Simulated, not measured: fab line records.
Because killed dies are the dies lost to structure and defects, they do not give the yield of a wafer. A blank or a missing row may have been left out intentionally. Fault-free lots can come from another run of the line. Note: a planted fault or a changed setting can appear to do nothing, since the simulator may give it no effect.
fab line records	flow sky130
record: lots: 5	wafers: 15	last_day: 49
route steps=708 shown CONTACT@415 METAL1@434
lots that met no fault: from a run of the same line without faults
start_h: the number of hours between the record's first day and the start of the first shown wafer of the lot	wait_h: time in hours since the lot's previous step	" identical to the entry in the row above	L1.1+2: several wafers, shown together as one row	- either no value or no given start	* or withheld: withheld	< > ~ a bound
route shown NAME@n: a module of which the file shows steps, and the number in the route of the first	usual: mean/standard deviation of fault-free wafers	same: alike in all rows	chamber/n: place in a boat	sites: each site's reading	_std_site: standard deviation of those values	_edge_site: the outer-site mean with the inner-site mean subtracted	radius_mm: for every site, how far away it sits from the centre of the wafer	mask NAME#n: copy n	behind: the last tool/chamber to shape the wafer	hold: why the lot went on hold/how many hours it stayed there/how the hold came to an end	device: the transistor (n, p or np) that didn't switch	end of line: the same wafers' tests at the end of the route	a step given without rows: its recipe and nothing more	killed: count of dies lost to structure and defects at first sort (not the wafer's yield)	map: a wafer's dies, x killed, . not, _ none there
set.NAME: setting as actually run; set.NAME@STEP: the setting as run at that earlier step	model.NAME: the simulator's own value behind a step, which no gauge read
a table for each step, a row for each wafer; lots at some steps of the route
services: a tool's chamber out of use, with start hour (start_h, from the record's first day; less than 0 if before it), hours out, and reason
== steps ==
step: SKY_CONTACT_COAT_09
recipe: resist: KrF-thick	spin_rpm: 3000	resist_thk_nm: 450
usual: spin_speed_rpm: 3000.1/2.3
lot.wafer	tool	chamber	start_h	wait_h	spin_speed_rpm
L075.1	litho_track-02	0	-	-	2999.7
L075.3	"	0	"	"	2997.4
L075.6	"	0	"	"	2999.5
L080.1	litho_track-02	0	-	-	2995.3
L080.4	"	0	"	"	2997.5
L080.5	"	0	"	"	2999.7
L085.1	litho_track-04	0	-	-	2997.5
L085.5	"	0	"	"	3001.4
L085.6	"	0	"	"	3000.9
L088.1	litho_track-01	0	-	-	2999.2
L088.4	"	0	"	"	3000.9
L088.6	"	0	"	"	3003.6
L093.1	litho_track-02	0	-	-	3003.6
L093.3	"	0	"	"	3003.9
L093.4	"	0	"	"	3000.1
step: SKY_CONTACT_SOFTBAKE_10
recipe: temp_c: 100	time_s: 90	resist: KrF-thick
lot.wafer	tool	chamber	start_h	wait_h
L075.1+3+6	litho_track-02	0	-	-
L080.1+4+5	litho_track-02	0	-	-
L085.1+5+6	litho_track-04	0	-	-
L088.1+4+6	litho_track-01	0	-	-
L093.1+3+4	litho_track-02	0	-	-
step: SKY_CONTACT_EXPOSE_11
recipe: mask_id: CTM1	na: 0.8	source_shape: annular	sigma_inner: 0.55	sigma_outer: 0.85	target_cd_nm: 170	dose_mj: 38
lot.wafer	tool	chamber	start_h	wait_h	mask
L075.1+3+6	krf_scanner-02	0	-	-	CTM1#0
L080.1+4+5	krf_scanner-01	0	-	-	CTM1#0
L085.1+5+6	krf_scanner-01	0	-	-	CTM1#0
L088.1+4+6	krf_scanner-01	0	-	-	CTM1#0
L093.1+3+4	krf_scanner-01	0	-	-	CTM1#0
step: SKY_CONTACT_PEB_12
recipe: peb_temp_c: withheld	peb_time_s: withheld	resist: KrF-thick
lot.wafer	tool	chamber	start_h	wait_h
L075.1+3+6	litho_track-04	0	-	-
L080.1+4+5	litho_track-04	0	-	-
L085.1+5+6	litho_track-04	0	-	-
L088.1+4+6	litho_track-01	0	-	-
L093.1+3+4	litho_track-02	0	-	-
step: SKY_CONTACT_DEVELOP_13
recipe: develop_time_s: 60	resist: KrF-thick	dev_temp_c: 21
same: develop_time_s: 60
lot.wafer	tool	chamber	start_h	wait_h
L075.1+3+6	litho_track-04	0	-	-
L080.1+4+5	litho_track-04	0	-	-
L085.1+5+6	litho_track-04	0	-	-
L088.1+4+6	litho_track-01	0	-	-
L093.1+3+4	litho_track-02	0	-	-
step: SKY_CONTACT_CD_MEAS_14
recipe: target_cd_nm: 170
usual: cd_nm: 170.5/1.6
lot.wafer	tool	chamber	start_h	wait_h	cd_nm
L075.1	cd_sem-01	-	744.88	-	171.3
L075.3	"	-	"	"	169.6
L075.6	"	-	"	"	169.0
L080.1	cd_sem-02	-	781.03	-	172.1
L080.4	"	-	"	"	173.1
L080.5	"	-	"	"	171.8
L085.1	cd_sem-01	-	835.58	-	170.3
L085.5	"	-	"	"	169.4
L085.6	"	-	"	"	171.4
L088.1	cd_sem-01	-	851.80	-	169.5
L088.4	"	-	"	"	170.1
L088.6	"	-	"	"	169.6
L093.1	cd_sem-01	-	880.12	-	171.4
L093.3	"	-	"	"	170.6
L093.4	"	-	"	"	170.9
step: SKY_CONTACT_OVL_MEAS_15
usual: CONTACT_OVL: 0/5.9
lot.wafer	tool	chamber	start_h	wait_h	CONTACT_OVL[nm]
L075.1	overlay-01	-	745.00	0.1	-4
L075.3	"	-	"	"	4
L075.6	"	-	"	"	-3
L080.1	overlay-02	-	781.15	0.1	9
L080.4	"	-	"	"	4
L080.5	"	-	"	"	10
L085.1	overlay-02	-	835.70	0.1	0
L085.5	"	-	"	"	-3
L085.6	"	-	"	"	-16
L088.1	overlay-02	-	851.92	0.1	0
L088.4	"	-	"	"	-5
L088.6	"	-	"	"	-1
L093.1	overlay-01	-	880.24	0.1	1
L093.3	"	-	"	"	-1
L093.4	"	-	"	"	11
step: SKY_CONTACT_ETCH_16
recipe: chemistry: N2/H2	target: BARC	ion_energy_ev: 200	source_w: 500	bias_w: 100	pressure_mtorr: 30	n2_flow_sccm: 100	h2_flow_sccm: 200	stop_on: SiO2	time_s: 45.9	target_depth_a: 600
usual: drypump_motor_current_A: 5.8/0.34	oes_product_au: 0.854/0.0048	throttle_valve_pct: 13.224/0.0094
lot.wafer	tool	chamber	start_h	wait_h	drypump_motor_current_A	oes_product_au	rf_hours_counter_h	throttle_valve_pct
L075.1	rie_diel-01	1	745.03	0.0	5.4	0.852	16	13.246
L075.3	"	2	"	"	5.9	0.854	20	13.216
L075.6	"	1	"	"	5.4	0.859	-	13.229
L080.1	rie_diel-01	2	781.18	0.0	5.8	0.852	21	13.235
L080.4	"	1	"	"	5.4	0.856	-	13.211
L080.5	"	3	"	"	5.8	0.853	-	13.234
L085.1	rie_diel-04	1	835.74	0.0	6.1	0.849	2	13.228
L085.5	"	1	"	"	6.1	0.858	-	13.216
L085.6	"	2	"	"	5.4	0.852	-	13.225
L088.1	rie_diel-04	0	851.96	0.0	5.6	0.859	15	13.230
L088.4	"	2	"	"	5.4	0.852	18	13.216
L088.6	"	0	"	"	5.6	0.848	-	13.229
L093.1	rie_diel-01	2	880.27	0.0	5.9	0.864	24	13.232
L093.3	"	1	"	"	5.4	0.849	21	13.232
L093.4	"	2	"	"	5.8	0.853	-	13.214
step: SKY_CONTACT_ETCH_17
recipe: target: SiO2	chemistry: C4F8/O2/Ar	stop_on: Si3N4	mask_material: KrF-thick	source_w: 1500	bias_w: 1200	pressure_mtorr: 40	c4f8_flow_sccm: withheld	O2_flow_sccm: 6	Ar_flow_sccm: 300	time_s: withheld	target_depth_a: 3400
usual: oes_product_au: 0.891/0.0045
lot.wafer	tool	chamber	start_h	wait_h	oes_product_au
L075.1	rie_diel-01	1	745.07	0.0	0.897
L075.3	"	2	"	"	0.891
L075.6	"	1	"	"	0.883
L080.1	rie_diel-01	2	781.22	0.0	0.889
L080.4	"	1	"	"	0.889
L080.5	"	3	"	"	0.892
L085.1	rie_diel-04	1	835.78	0.0	0.898
L085.5	"	1	"	"	0.883
L085.6	"	2	"	"	0.896
L088.1	rie_diel-04	0	852.00	0.0	0.892
L088.4	"	2	"	"	0.885
L088.6	"	0	"	"	0.887
L093.1	rie_diel-01	2	880.31	0.0	0.888
L093.3	"	1	"	"	0.903
L093.4	"	2	"	"	0.887
step: SKY_CONTACT_ETCH_18
recipe: target: Si3N4	chemistry: CHF3/O2	stop_on: TiN	source_w: 600	bias_w: 200	pressure_mtorr: 40	chf3_flow_sccm: 50	O2_flow_sccm: 5	time_s: 39	target_depth_a: 750
usual: chf3_flow_sccm: 50.01/0.16	drypump_motor_current_A: 5.8/0.34	oes_product_au: 0.855/0.0076	throttle_valve_pct: 8.794/0.0098
lot.wafer	tool	chamber	start_h	wait_h	chf3_flow_sccm	drypump_motor_current_A	oes_product_au	rf_hours_counter_h	throttle_valve_pct
L075.1	rie_diel-01	1	-	-	49.88	5.4	0.860	16	8.789
L075.3	"	2	"	"	50.17	5.8	0.849	20	8.788
L075.6	"	1	"	"	49.73	5.4	0.866	-	8.793
L080.1	rie_diel-01	2	-	-	49.88	5.8	0.861	21	8.801
L080.4	"	1	"	"	50.20	5.4	0.849	-	8.788
L080.5	"	3	"	"	50.19	5.8	0.869	-	8.807
L085.1	rie_diel-04	1	-	-	50.24	6.1	0.865	2	8.800
L085.5	"	1	"	"	50.19	6.1	0.859	-	8.799
L085.6	"	2	"	"	50.24	5.4	0.864	-	8.793
L088.1	rie_diel-04	0	-	-	50.14	5.5	0.867	16	8.790
L088.4	"	2	"	"	50.16	5.4	0.861	18	8.783
L088.6	"	0	"	"	50.28	5.6	0.858	-	8.787
L093.1	rie_diel-01	2	-	-	50.30	5.9	0.842	24	8.796
L093.3	"	1	"	"	50.29	5.4	0.853	21	8.783
L093.4	"	2	"	"	50.22	5.8	0.861	-	8.798
step: SKY_CONTACT_STRIP_19
recipe: chemistry: O2/N2	power_w: 1400	pressure_mtorr: 1500	platen_temp_c: withheld	o2_flow_sccm: 3000	n2_flow_sccm: 300	overash_fraction: 0.5
usual: drypump_motor_current_A: 5.53/0.26	o2_flow_sccm: 3000/8.5	oes_product_au: 0.382/0.005	strip_time_to_endpoint_s: 3.66/0.036
lot.wafer	tool	chamber	start_h	wait_h	drypump_motor_current_A	o2_flow_sccm	oes_product_au	rf_hours_counter_h	strip_time_to_endpoint_s
L075.1	plasma_asher-04	1	745.16	-	5.88	2992	0.373	63	3.66
L075.3	"	0	"	"	5.69	3004	0.379	-	3.64
L075.6	"	1	"	"	5.87	2992	0.379	-	3.67
L080.1	plasma_asher-01	1	781.31	-	5.82	3000	0.380	34	3.59
L080.4	"	1	"	"	5.83	3007	0.376	-	3.63
L080.5	"	1	"	"	5.83	2993	0.379	-	3.62
L085.1	plasma_asher-03	0	835.87	-	5.37	3011	0.373	98	3.60
L085.5	"	1	"	"	5.22	2984	0.380	-	3.61
L085.6	"	0	"	"	5.39	3004	0.382	-	3.66
L088.1	plasma_asher-04	1	852.09	-	5.85	2999	0.385	75	3.71
L088.4	"	1	"	"	5.84	2999	0.389	-	3.68
L088.6	"	1	"	"	5.85	2992	0.385	-	3.72
L093.1	plasma_asher-01	1	880.40	-	5.88	3007	0.386	44	3.61
L093.3	"	1	"	"	5.86	3006	0.378	-	3.66
L093.4	"	0	"	"	5.35	2999	0.376	-	3.63
step: SKY_CONTACT_STRIP_20
recipe: chemistry: post_etch_residue_remover	time_s: 1200	temp_c: 72.5
usual: bath_heat_duty_pct: 15.0/1.6
lot.wafer	tool	chamber	start_h	wait_h	bath_heat_duty_pct
L075.1	wet_bench-03	2	745.26	0.1	13.4
L075.3	"	2	"	"	11.0
L075.6	"	2	"	"	12.2
L080.1	wet_bench-02	3	781.41	0.1	15.8
L080.4	"	3	"	"	17.0
L080.5	"	3	"	"	17.0
L085.1	wet_bench-03	0	835.97	0.1	16.3
L085.5	"	0	"	"	15.0
L085.6	"	0	"	"	15.2
L088.1	wet_bench-03	3	852.19	0.1	14.4
L088.4	"	3	"	"	15.3
L088.6	"	3	"	"	13.5
L093.1	wet_bench-02	3	880.50	0.1	15.6
L093.3	"	3	"	"	15.9
L093.4	"	3	"	"	16.1
step: SKY_CONTACT_CLEAN_21
recipe: chemistry: IPA	time_s: 180	temp_c: 25
usual: bath_heat_duty_pct: 6.5/0.83
lot.wafer	tool	chamber	start_h	wait_h	bath_heat_duty_pct
L075.1	wet_bench-02	0	745.61	0.0	7.0
L075.3	"	0	"	"	6.1
L075.6	"	0	"	"	5.3
L080.1	wet_bench-04	0	781.79	0.0	6.5
L080.4	"	0	"	"	6.4
L080.5	"	0	"	"	5.9
L085.1	wet_bench-04	0	836.34	0.0	7.0
L085.5	"	0	"	"	6.6
L085.6	"	0	"	"	6.4
L088.1	wet_bench-02	1	852.53	0.0	6.8
L088.4	"	1	"	"	7.0
L088.6	"	1	"	"	8.0
L093.1	wet_bench-04	3	880.88	0.0	7.4
L093.3	"	3	"	"	6.8
L093.4	"	3	"	"	5.9
step: SKY_CONTACT_CLEAN_22
recipe: chemistry: O3/DIW	dry: n2_spin
lot.wafer	tool	chamber	start_h	wait_h
L075.1+3+6	wet_bench-04	0	745.66	0.0
L080.1+4+5	wet_bench-03	0	781.85	0.0
L085.1+5+6	wet_bench-02	3	836.41	0.0
L088.1+4+6	wet_bench-04	3	852.59	0.0
L093.1+3+4	wet_bench-03	0	880.93	0.0
step: SKY_CONTACT_SPUTTER_23
recipe: material: TiN	target_thk_nm: 20	chamber_pressure_pa: 5	power_w: 4000	time_s: 80
usual: throttle_valve_pct: 29.3/0.9
lot.wafer	tool	chamber	start_h	wait_h	throttle_valve_pct
L075.1	pvd_sputter-03	-	745.85	0.0	28.0
L075.3	"	-	"	"	29.0
L075.6	"	-	"	"	29.2
L080.1	pvd_sputter-01	-	781.95	0.0	30.8
L080.4	"	-	"	"	30.4
L080.5	"	-	"	"	30.3
L085.1	pvd_sputter-02	-	836.50	0.0	28.7
L085.5	"	-	"	"	28.5
L085.6	"	-	"	"	28.9
L088.1	pvd_sputter-02	-	852.68	0.0	28.6
L088.4	"	-	"	"	28.5
L088.6	"	-	"	"	28.7
L093.1	pvd_sputter-03	-	881.03	0.0	29.4
L093.3	"	-	"	"	30.9
L093.4	"	-	"	"	28.2
step: SKY_CONTACT_CVD_24
recipe: material: W	target_thk_nm: 340	time_s: 102.12	temp_c: 400	pressure_torr: 40
usual: chamber_pressure_Torr: 39.99/0.088	heater_power_w: 900/130
lot.wafer	tool	chamber	start_h	wait_h	chamber_pressure_Torr	heater_power_w
L075.1	cvd_w-01	1	745.91	0.0	40.07	1065
L075.3	"	1	"	"	39.98	1103
L075.6	"	0	"	"	39.97	974
L080.1	cvd_w-02	1	782.01	0.0	39.88	805
L080.4	"	0	"	"	39.95	808
L080.5	"	0	"	"	40.05	785
L085.1	cvd_w-02	0	836.56	0.0	39.95	791
L085.5	"	1	"	"	39.93	796
L085.6	"	0	"	"	39.94	768
L088.1	cvd_w-01	0	852.74	0.0	39.85	975
L088.4	"	0	"	"	39.85	973
L088.6	"	0	"	"	39.83	976
L093.1	cvd_w-02	0	881.10	0.0	39.97	769
L093.3	"	1	"	"	39.94	788
L093.4	"	0	"	"	39.88	786
step: SKY_CONTACT_RS_MEAS_25
recipe: thk_meas_gauge: four-point-probe	reads: W_of_CONTACT_CVD_24+TiN_of_CONTACT_SPUTTER_23
usual: CONTACT_W_RS: 0.337/0.0044
lot.wafer	tool	chamber	start_h	wait_h	CONTACT_W_RS[ohm/sq]
L075.1	film_metro-01	-	746.02	0.1	0.332
L075.3	"	-	"	"	0.333
L075.6	"	-	"	"	0.335
L080.1	film_metro-01	-	782.12	0.1	0.344
L080.4	"	-	"	"	0.336
L080.5	"	-	"	"	0.335
L085.1	film_metro-03	-	836.67	0.1	0.338
L085.5	"	-	"	"	0.345
L085.6	"	-	"	"	0.335
L088.1	film_metro-03	-	852.85	0.1	0.332
L088.4	"	-	"	"	0.333
L088.6	"	-	"	"	0.336
L093.1	film_metro-02	-	881.21	0.1	0.329
L093.3	"	-	"	"	0.337
L093.4	"	-	"	"	0.331
step: SKY_CONTACT_THK_MEAS_26
recipe: thk_meas_gauge: xrf	reads: W_of_CONTACT_CVD_24
usual: CONTACT_W_THK: 344/6.4
lot.wafer	tool	chamber	start_h	wait_h	CONTACT_W_THK[nm]
L075.1	film_metro-01	-	746.14	0.1	353
L075.3	"	-	"	"	351
L075.6	"	-	"	"	349
L080.1	film_metro-01	-	782.24	0.1	345
L080.4	"	-	"	"	349
L080.5	"	-	"	"	350
L085.1	film_metro-03	-	836.79	0.1	345
L085.5	"	-	"	"	338
L085.6	"	-	"	"	348
L088.1	film_metro-03	-	852.97	0.1	354
L088.4	"	-	"	"	357
L088.6	"	-	"	"	350
L093.1	film_metro-02	-	881.33	0.1	344
L093.3	"	-	"	"	336
L093.4	"	-	"	"	342
step: SKY_CONTACT_CMP_27
recipe: stop_on: SiO2	t_overpolish_s: 15	down_force_psi: 3.5	platen_rpm: 60	target_thk_nm: 0	pad_velocity_m_s: 0.94248
usual: motor_current_A: 10.6/1	overpolish_run_s: 14.998/0.0093	time_to_endpoint_s: 80/4.6
lot.wafer	tool	chamber	start_h	wait_h	motor_current_A	overpolish_run_s	time_to_endpoint_s
L075.3	cmp-02	2	746.20	0.0	11.1	15.012	78
L075.1	"	1	"	"	9.9	14.998	78
L075.6	"	2	"	"	11.6	14.991	78
L080.1	cmp-01	3	782.30	0.1	12.4	15.017	79
L080.4	"	1	"	"	9.7	15.007	78
L080.5	"	0	"	"	12.4	15.009	84
L085.1	cmp-02	0	836.85	0.1	9.3	14.996	80
L085.6	"	0	"	"	9.4	14.993	80
L085.5	"	1	"	"	9.7	14.991	76
L088.1	cmp-02	2	853.13	0.1	11.0	14.987	81
L088.4	"	3	"	"	9.8	15.000	80
L088.6	"	0	"	"	10.6	15.002	76
L093.4	cmp-01	0	881.39	0.0	11.9	14.992	86
L093.1	"	2	"	"	9.7	14.990	91
L093.3	"	3	"	"	12.8	15.003	84
step: SKY_METAL1_SPUTTER_00
recipe: material: Ti	target_thk_nm: 15	power_w: 3000	time_s: 10	chamber_pressure_pa: 0.4
usual: throttle_valve_pct: 29.4/0.93
lot.wafer	tool	chamber	start_h	wait_h	throttle_valve_pct
L075.1	pvd_sputter-02	-	746.50	0.1	28.4
L075.3	"	-	"	"	28.6
L075.6	"	-	"	"	28.3
L080.1	pvd_sputter-02	-	782.60	0.2	28.2
L080.4	"	-	"	"	28.7
L080.5	"	-	"	"	28.8
L085.1	pvd_sputter-04	-	837.15	0.2	29.3
L085.5	"	-	"	"	31.8
L085.6	"	-	"	"	30.1
L088.1	pvd_sputter-02	-	853.33	0.1	28.9
L088.4	"	-	"	"	28.4
L088.6	"	-	"	"	28.6
L093.1	pvd_sputter-02	-	881.69	0.1	28.6
L093.3	"	-	"	"	28.5
L093.4	"	-	"	"	28.5
step: SKY_METAL1_SPUTTER_01
recipe: material: TiN	target_thk_nm: 20	power_w: 6500	time_s: 16.7	chamber_pressure_pa: 0.4
usual: throttle_valve_pct: 29.4/0.95
lot.wafer	tool	chamber	start_h	wait_h	throttle_valve_pct
L075.1	pvd_sputter-02	-	746.52	0.0	28.3
L075.3	"	-	"	"	28.7
L075.6	"	-	"	"	28.3
L080.1	pvd_sputter-02	-	782.62	0.0	28.6
L080.4	"	-	"	"	28.7
L080.5	"	-	"	"	28.8
L085.1	pvd_sputter-04	-	837.17	0.0	29.3
L085.5	"	-	"	"	31.6
L085.6	"	-	"	"	29.9
L088.1	pvd_sputter-02	-	853.36	0.0	28.6
L088.4	"	-	"	"	28.4
L088.6	"	-	"	"	28.7
L093.1	pvd_sputter-02	-	881.71	0.0	28.5
L093.3	"	-	"	"	28.8
L093.4	"	-	"	"	28.8
step: SKY_METAL1_SPUTTER_02
recipe: material: AlCu	target_thk_nm: 250	power_w: 10600	time_s: 13.3	chamber_pressure_pa: 0.4
usual: throttle_valve_pct: 29.4/0.91
lot.wafer	tool	chamber	start_h	wait_h	throttle_valve_pct
L075.1	pvd_sputter-02	-	746.55	0.0	28.3
L075.3	"	-	"	"	29.2
L075.6	"	-	"	"	28.7
L080.1	pvd_sputter-02	-	782.65	0.0	28.4
L080.4	"	-	"	"	28.7
L080.5	"	-	"	"	28.9
L085.1	pvd_sputter-04	-	837.20	0.0	29.3
L085.5	"	-	"	"	31.6
L085.6	"	-	"	"	30.2
L088.1	pvd_sputter-02	-	853.38	0.0	28.9
L088.4	"	-	"	"	28.8
L088.6	"	-	"	"	28.7
L093.1	pvd_sputter-02	-	881.73	0.0	28.5
L093.3	"	-	"	"	28.8
L093.4	"	-	"	"	28.9
step: SKY_METAL1_SPUTTER_03
recipe: material: Ti	target_thk_nm: 5	power_w: 3000	time_s: 3.3	chamber_pressure_pa: 0.4
usual: throttle_valve_pct: 29.4/0.94
lot.wafer	tool	chamber	start_h	wait_h	throttle_valve_pct
L075.1	pvd_sputter-02	-	746.57	0.0	28.2
L075.3	"	-	"	"	28.4
L075.6	"	-	"	"	28.4
L080.1	pvd_sputter-02	-	782.67	0.0	28.8
L080.4	"	-	"	"	28.8
L080.5	"	-	"	"	29.0
L085.1	pvd_sputter-04	-	837.22	0.0	29.4
L085.5	"	-	"	"	31.5
L085.6	"	-	"	"	29.9
L088.1	pvd_sputter-02	-	853.41	0.0	28.7
L088.4	"	-	"	"	28.6
L088.6	"	-	"	"	28.9
L093.1	pvd_sputter-02	-	881.76	0.0	28.6
L093.3	"	-	"	"	29.1
L093.4	"	-	"	"	28.7
step: SKY_METAL1_SPUTTER_04
recipe: material: TiN	target_thk_nm: 70	power_w: 6500	time_s: 58.3	chamber_pressure_pa: 0.4
usual: throttle_valve_pct: 29.4/0.91
lot.wafer	tool	chamber	start_h	wait_h	throttle_valve_pct
L075.1	pvd_sputter-02	-	746.59	0.0	28.6
L075.3	"	-	"	"	28.9
L075.6	"	-	"	"	28.7
L080.1	pvd_sputter-02	-	782.69	0.0	28.7
L080.4	"	-	"	"	29.0
L080.5	"	-	"	"	29.0
L085.1	pvd_sputter-04	-	837.24	0.0	29.5
L085.5	"	-	"	"	31.3
L085.6	"	-	"	"	30.0
L088.1	pvd_sputter-02	-	853.43	0.0	28.9
L088.4	"	-	"	"	28.4
L088.6	"	-	"	"	28.5
L093.1	pvd_sputter-02	-	881.78	0.0	28.6
L093.3	"	-	"	"	28.7
L093.4	"	-	"	"	28.8
== services ==
tool	chamber	start_h	hours	kind
cmp-02	-	712.37	1.1	repair
rie_diel-04	3	712.45	4.3	repair
rie_diel-01	-	715.71	2.8	pm
pvd_sputter-03	-	717.82	3.6	repair
plasma_asher-01	-	719.50	1.9	repair
cmp-01	-	719.73	0.6	repair
wet_bench-03	-	722.93	5.9	repair
rie_diel-01	2	727.19	1.8	repair
krf_scanner-01	-	735.13	0.8	pm
plasma_asher-01	-	742.75	2.8	pm
rie_diel-04	-	745.15	1.4	repair
cvd_w-02	-	747.47	0.7	repair
wet_bench-03	-	756.24	1.9	repair
krf_scanner-01	-	774.64	11.7	repair
krf_scanner-01	-	797.79	1.3	pm
rie_diel-04	2	799.75	5.8	repair
wet_bench-03	-	807.35	3.5	repair
rie_diel-04	0	810.64	12.0	repair
rie_diel-01	-	814.46	0.8	repair
krf_scanner-01	-	814.84	1.0	pm
pvd_sputter-02	-	819.89	1.1	repair
cvd_w-02	-	830.98	1.4	repair
cmp-02	-	857.00	0.8	repair
rie_diel-01	0	875.66	63.3	repair
== key ==
fault none
